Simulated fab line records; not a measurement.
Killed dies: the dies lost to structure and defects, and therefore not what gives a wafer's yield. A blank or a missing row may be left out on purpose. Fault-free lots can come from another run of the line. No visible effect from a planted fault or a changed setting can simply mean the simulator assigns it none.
Comparing a struck lot with a sound one | flow gf180mcu | 14 out of 602 route steps
Sound: wafers L183.1, L183.4, L183.5. Wafers L202.1, L202.2, L202.6 were the ones struck. Last of all comes the cause.
Per side, at each step with rows, come the tool, then ch with its chambers, and then its first start. Under that, the readings that differ: sound wafers | struck wafers | difference of the means | sigmas: that difference in standard deviations of wafers without a fault.
alike: words and numbers the same on both sides, and readings whose means are apart by under 2 such deviations; not compared: readings that were withheld, readings missing a value for some wafer, numbers with overlapping values and no deviation given by the record, and bounds like >300 which may hide the same value.
Wherever a step has rows on one side only, a row that says differs or no value, or a row with sigmas, the two part there. Numbers that have no deviation but don't overlap get no sigmas and don't part them. Lack of a reading on every wafer of one side parts them only where that side has two or more wafers.

first, 2 steps without rows for these wafers: GF_VT_IMPLANT_PEB_38; GF_VT_IMPLANT_DEVELOP_39 (develop time 60 s).
GF_VT_IMPLANT_OVL_MEAS_40:
  sound on overlay-01, day 7 18:28; struck on overlay-02, day 13 04:46
  alike: VT_IMPLANT_03_OVL
after that, 1 step had no rows for these wafers: GF_VT_IMPLANT_IMPLANT_41.
GF_VT_IMPLANT_STRIP_42: strips in O2/N2.
  sound on plasma asher-03 ch 0,1, day 7 18:40; struck on plasma asher-01 ch 0,1, day 13 04:57
  reading                     | sound       | struck      | difference | sigmas
  drypump motor current A (A) | 6.7 6.7 6.3 | 5.2 5.5 5.5 | -1.2       | -2
  alike: heater power w, oes product au, platen temp c, strip time to endpoint s
  not compared: rf hours counter h
GF_VT_IMPLANT_TW_MEAS_43:
  sound on film metro-04, day 7 18:46; struck on film metro-01, day 13 05:03
  alike: VT_IMPLANT_4_TW
then, 1 step without rows for these wafers: GF_VT_IMPLANT_CLEAN_44 (cleans in SC1/SC2, time 150 s).
GF_VT_IMPLANT_RTA_45: time 30 s.
  sound on rtp anneal-02 ch 0, day 7 18:52; struck on rtp anneal-02 ch 0, day 13 05:10
  alike: anneal temp c max, lamp power pct, wafer_temp_C_max
GF_VT_IMPLANT_RS_MEAS_46: the measuring method here is four-point-probe.
  sound on film metro-02, day 7 18:58; struck on film metro-04, day 13 05:16
  alike: MVSD_RS
GF_VT_IMPLANT_RS_MEAS_47: the measuring method here is four-point-probe.
  sound on film metro-02, day 7 19:05; struck on film metro-04, day 13 05:23
  alike: NWELL_RS
GF_VT_IMPLANT_RS_MEAS_48: the measuring method here is four-point-probe.
  sound on film metro-02, day 7 19:13; struck on film metro-04, day 13 05:31
  alike: LVPWELL_RS
GF_VT_IMPLANT_RS_MEAS_49: the measuring method here is four-point-probe.
  sound on film metro-02, day 7 19:20; struck on film metro-04, day 13 05:38
  alike: MVPSD_RS
GF_VT_IMPLANT_WET_ETCH_50: etches SiO2 in dHF, target depth 20 nm, time 400 s.
  sound on wet bench-02 ch 1, day 7 19:27; struck on wet bench-02 ch 0, day 13 05:45
  no value came back on the struck wafers for bath heat duty pct (%), run length s (s); on the sound wafers bath heat duty pct (%) reads 6.7 6.5 6.7
  reading                                    | sound           | struck            | difference | sigmas
  model.SiO2_of_STI_CVD_23.thk nm (nm)       | 379.1 381.2 380 | 404.2 402.1 403.5 | +23.2      |
  model.SiO2_of_STI_OXIDATION_29.thk nm (nm) | 0 0 0           | 9.8 9.664 9.695   | +9.7       |
after that, 1 step had no rows for these wafers: GF_PASSIVATION_PROBE_99.

== WHERE THEY PART ==
Last at GF_VT_IMPLANT_WET_ETCH_50 as far as this record goes, first at GF_VT_IMPLANT_STRIP_42.

WHY: what had been put in by the simulator
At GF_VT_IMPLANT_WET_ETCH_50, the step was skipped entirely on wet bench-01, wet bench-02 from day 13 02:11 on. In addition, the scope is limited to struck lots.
